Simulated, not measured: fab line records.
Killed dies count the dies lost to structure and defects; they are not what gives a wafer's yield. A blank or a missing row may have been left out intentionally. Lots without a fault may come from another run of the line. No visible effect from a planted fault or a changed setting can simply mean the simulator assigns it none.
Struck lot and sound lot, side by side || flow gf180mcu || 19 out of 602 route steps
Sound: these wafers, L114.1, L114.3, L114.5. Wafers L123.1, L123.3, L123.4 were the ones struck. At the end, the cause is stated.
For every step that has rows: the tool of each side, followed by ch and its chambers, followed by its first start. Under that, the readings that differ: sound wafers || struck wafers || difference of the means || sigmas: that difference in standard deviations of wafers without a fault.
alike: readings with means less than 2 such deviations apart, plus words and numbers identical on both sides. not compared: withheld readings, readings lacking a value on some wafer, bounds such as >300 that could conceal the same value, and numbers that have no deviation in the record and whose values overlap.
A row with sigmas, a row that says differs or no value, or rows on one side alone: a step with any of these is where the two part. Numbers that don't overlap but have no deviation are shown without sigmas and don't part them. Lack of a reading on every wafer of one side parts them only where that side has two or more wafers.

GF_V2_THK_MEAS_25: measures by xrf.
  sound on film-metro-02 at day 20 07:50; struck on film-metro-04 at day 23 22:31
  alike: V2_W_THK
GF_V2_CMP_26: polishes, stops on SiO2, t overpolish 15 s, target thk 0 nm.
  sound on cmp-02 ch 1,2,3, day 20 07:53; struck on cmp-02 ch 1,2,3, day 23 22:35
  alike: motor-current-A, overpolish-run-s, time-to-endpoint-s
GF_M3_SPUTTER_00: material Ti, target thk 37.5 nm, time 150 s.
  sound on pvd-sputter-04 at day 20 08:11; struck on pvd-sputter-02 at day 23 22:53
  alike: chamber-pressure-pa, throttle-valve-pct
then, 1 step without rows for these wafers: GF_M3_SPUTTER_01 (material TiN, target thk 30 nm, time 25 s).
GF_M3_SPUTTER_02: material AlCu, target thk 450 nm, time 23.9 s.
  sound on pvd-sputter-04 at day 20 08:19; struck on pvd-sputter-02 at day 23 23:01
  alike: chamber-pressure-pa, throttle-valve-pct
GF_M3_SPUTTER_03: material Ti, target thk 10 nm, time 6.7 s.
  sound on pvd-sputter-04 at day 20 08:21; struck on pvd-sputter-02 at day 23 23:02
  alike: chamber-pressure-pa, throttle-valve-pct
GF_M3_SPUTTER_04: material TiN, target thk 50 nm, time 41.7 s.
  sound on pvd-sputter-04 at day 20 08:22; struck on pvd-sputter-02 at day 23 23:04
  alike: chamber-pressure-pa, throttle-valve-pct
GF_M3_RS_MEAS_05: measures by four-point-probe.
  sound on film-metro-04 at day 20 08:25; struck on film-metro-04 at day 23 23:06
  alike: M3_ALCU_RS
GF_M3_THK_MEAS_06: measures by xrf.
  sound on film-metro-04 at day 20 08:32; struck on film-metro-04 at day 23 23:13
  alike: M3_ALCU_THK
then, 3 steps without rows for these wafers: GF_M3_DEHYDRATE_07 (time 60 s); GF_M3_HMDS_08 (prime time 60 s); GF_M3_COAT_09 (resist thk 1000 nm).
GF_M3_SOFTBAKE_10: time 60 s.
  sound on litho-track-03 ch 0, day 20 20:01; struck on litho-track-04 ch 0, day 24 10:31
{"reading": "heater-power-total-W (W)", "sound": "93.07 93.11 92.92", "struck": "91.69 91.73 91.66", "difference": -1.34, "sigmas": -22}
{"reading": "plate-temp-C (C)", "sound": "129.86 129.87 129.87", "struck": "128.43 128.51 128.58", "difference": -1.36, "sigmas": -10}
then, 3 steps without rows for these wafers: GF_M3_EXPOSE_11 (exposes mask Metal3, target cd 280 nm); GF_M3_PEB_12 (peb time 90 s); GF_M3_DEVELOP_13 (develop time 60 s).
GF_M3_CD_MEAS_14: target cd 280 nm.
  sound on cd-sem-02 at day 21 08:07; struck on cd-sem-02 at day 24 21:28
{"reading": "cd-nm (nm)", "sound": "282.8 282.4 281.5", "struck": "284.8 284.9 285.6", "difference": "+2.9", "sigmas": "+2"}
GF_M3_OVL_MEAS_15:
  sound on overlay-02 at day 21 08:14; struck on overlay-01 at day 24 21:35
  alike: M3_OVL
-- the record jumps here: 7 days lie between the struck wafers' starts before and after (it left off in module M3 and takes up again in module PASSIVATION, whose first step shown is number 602 of the route) --
GF_PASSIVATION_PROBE_99:
  record: rows for the struck wafers here (prober-01, day 31 23:25), none for the sound ones

== WHERE THEY PART ==
Earliest at GF_M3_SOFTBAKE_10; latest, in this record, at GF_PASSIVATION_PROBE_99.

WHY: what had been put in by the simulator
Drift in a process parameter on litho-track-04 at GF_M3_SOFTBAKE_10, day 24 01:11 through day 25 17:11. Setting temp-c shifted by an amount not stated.
